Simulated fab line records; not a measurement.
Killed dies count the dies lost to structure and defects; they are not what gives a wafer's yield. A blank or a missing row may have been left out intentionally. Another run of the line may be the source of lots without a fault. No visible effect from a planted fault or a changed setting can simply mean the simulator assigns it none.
Which tool did it?    flow gf180mcu    14 lots with 42 wafers sampled at 4 steps, on a route of 602 steps

## WHAT THE GAUGES READ, wafer by wafer
GF_VT_IMPLANT_RS_MEAS_48: uses a four-point probe to measure.
lot   measured      on            LVPWELL_RS (ohm/sq)
L612  day 8 03:57   filmMetro-04  1201.9 1198.7 1199.3
L614  day 8 15:02   filmMetro-01  1203.3 1202.6 1195.6
L616  day 9 05:13   filmMetro-02  1194.9 1196.1 1192.8
L617  day 9 14:59   filmMetro-02  1203.2 1204.5 1201.4
L619  day 10 03:28  filmMetro-04  1199.1 1200.3 1200.5
L620  day 10 09:46  filmMetro-04  1192.9 1194.3 1196.5
L621  day 10 14:41  filmMetro-01  1202.2 1200.6 1198.1
L622  day 10 22:41  filmMetro-02  1194.9 1200.0 1197.8
L623  day 11 07:24  filmMetro-04  1198.0 1193.8 1196.2
L625  day 11 19:56  filmMetro-02  1193.3 1196.5 1196.7
L626  day 12 02:02  filmMetro-01  1197.9 1196.4 1197.9
L628  day 12 20:38  filmMetro-01  1195.2 1194.4 1197.0
L632  day 13 15:38  filmMetro-04  1237.6 1239.3 1236.6
L633  day 14 04:22  filmMetro-02  1232.1 1234.5 1232.7

GF_M2_THK_MEAS_06: measures by xrf.
lot   measured      on            M2_ALCU_THK (nm)
L612  day 19 00:41  filmMetro-04  436 430 437
L614  day 19 17:17  filmMetro-04  442 436 437
L616  day 20 13:47  filmMetro-03  441 436 441
L617  day 20 21:22  filmMetro-03  440 434 439
L619  day 21 14:02  filmMetro-04  439 444 446
L620  day 22 02:25  filmMetro-04  440 446 444
L621  day 22 07:11  filmMetro-04  434 439 441
L622  day 22 12:49  filmMetro-03  440 440 439
L623  day 23 06:49  filmMetro-03  449 447 447
L625  day 23 19:38  filmMetro-01  452 449 454
L626  day 23 23:19  filmMetro-04  440 441 437
L628  day 25 00:46  filmMetro-03  437 440 440
L632  day 26 09:42  filmMetro-04  436 438 441
L633  day 26 07:59  filmMetro-03  440 445 448

## EACH LOT AND THE TOOL THAT RAN IT (in order: tool; ch and the chambers of the sampled wafers; start)
lot   GF_LVPWELL_IMPLANT_08           GF_M2_SPUTTER_02
L612  implanter-02 ch 0, day 4 07:44  pvdSputter-03, day 19 00:28
L614  implanter-04 ch 0, day 4 18:35  pvdSputter-03, day 19 17:04
L616  implanter-03 ch 0, day 5 06:08  pvdSputter-02, day 20 13:34
L617  implanter-03 ch 0, day 5 14:44  pvdSputter-02, day 20 21:10
L619  implanter-03 ch 0, day 6 00:53  pvdSputter-02, day 21 13:49
L620  implanter-02 ch 0, day 6 06:24  pvdSputter-02, day 22 02:12
L621  implanter-02 ch 0, day 6 10:22  pvdSputter-01, day 22 06:58
L622  implanter-04 ch 0, day 6 16:02  pvdSputter-01, day 22 12:37
L623  implanter-02 ch 0, day 6 23:43  pvdSputter-02, day 23 06:35
L625  implanter-03 ch 0, day 7 10:41  pvdSputter-02, day 23 19:25
L626  implanter-02 ch 0, day 7 15:08  pvdSputter-01, day 23 23:05
L628  implanter-03 ch 0, day 8 06:56  pvdSputter-01, day 25 00:34
L632  implanter-04 ch 0, day 8 23:04  pvdSputter-01, day 26 09:29
L633  implanter-04 ch 0, day 9 07:56  pvdSputter-01, day 26 07:46
- GF_LVPWELL_IMPLANT_08
- GF_M2_SPUTTER_02: material AlCu, target thk 450 nm, time 23.9 s.

## AS READ BY THE TOOLS THEMSELVES (means over the sampled wafers that have a number; for cases with no such wafer, the mark the record gives instead)
GF_LVPWELL_IMPLANT_08.
lot   tool          beamEnergyKeV
L612  implanter-02  170.04
L614  implanter-04  170.05
L616  implanter-03  169.97
L617  implanter-03  169.98
L619  implanter-03  169.98
L620  implanter-02  170.06
L621  implanter-02  170.02
L622  implanter-04  169.97
L623  implanter-02  169.99
L625  implanter-03  169.99
L626  implanter-02  169.98
L628  implanter-03  170.02
L632  implanter-04  145.69
L633  implanter-04  145.63

GF_M2_SPUTTER_02.
lot   tool           throttleValvePct (%)
L612  pvdSputter-03  29.4
L614  pvdSputter-03  29.4
L616  pvdSputter-02  30.1
L617  pvdSputter-02  30.9
L619  pvdSputter-02  30.8
L620  pvdSputter-02  30.9
L621  pvdSputter-01  30.5
L622  pvdSputter-01  30.1
L623  pvdSputter-02  30.8
L625  pvdSputter-02  31.4
L626  pvdSputter-01  30.4
L628  pvdSputter-01  30.8
L632  pvdSputter-01  30.3
L633  pvdSputter-01  30.5

## THE ANSWER, worked out from the rows above alone
Rule: usual is defined by the lots themselves. The widest of any qualifying gaps counts: lots, ordered by their means at a reading, are off when they make up no more than a third of the lots, leave a main group of 4 or more, and stand apart from it by 3 or more times the standard deviation of that group's means. Not used: any main group whose means are identical at the precision the tables above print for the reading. Also off: a lot with no number at a reading for which 4 or more lots have one. Where the step has rows for the other lots, those lots are counted as sound. Order of review: gauges by route order, followed by the tools' own readings, for which a lot's mean as printed above is used. At the first step where some lot is off, the reading lying furthest off is the one used; lots without a number count as furthest.
Off: L632, L633, seen at GF_VT_IMPLANT_RS_MEAS_48 (LVPWELL_RS). Main group: mean 1197.9 ohm/sq, sd 2.7.
A tool fits if, at a process step before that reading, it ran every lot that is off, and no sound lot after the first of them. The gauges at GF_VT_IMPLANT_RS_MEAS_48 aren't tried: what is off there is off at GF_LVPWELL_IMPLANT_08 too, on other tools, and a gauge's error can't cause that. One candidate fits, namely implanter-04 at GF_LVPWELL_IMPLANT_08. A fault onset in the window from L622 (day 6 16:02, its last sound lot) to L632 (day 8 23:04, its first lot off) fits.
The tool's own readings at GF_LVPWELL_IMPLANT_08 bear it out: on the lots that are off they differ by more than 5 times the standard deviation of the sound lots' means. beamEnergyKeV reads 145.66 there against 170.00 on the sound lots.

## WHAT WAS PUT IN BY THE SIMULATOR
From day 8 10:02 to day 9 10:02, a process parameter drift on implanter-04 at GF_LVPWELL_IMPLANT_08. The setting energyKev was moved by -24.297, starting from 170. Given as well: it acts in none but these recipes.
Lots struck among those shown: L632, L633. The same result came from the rule above.
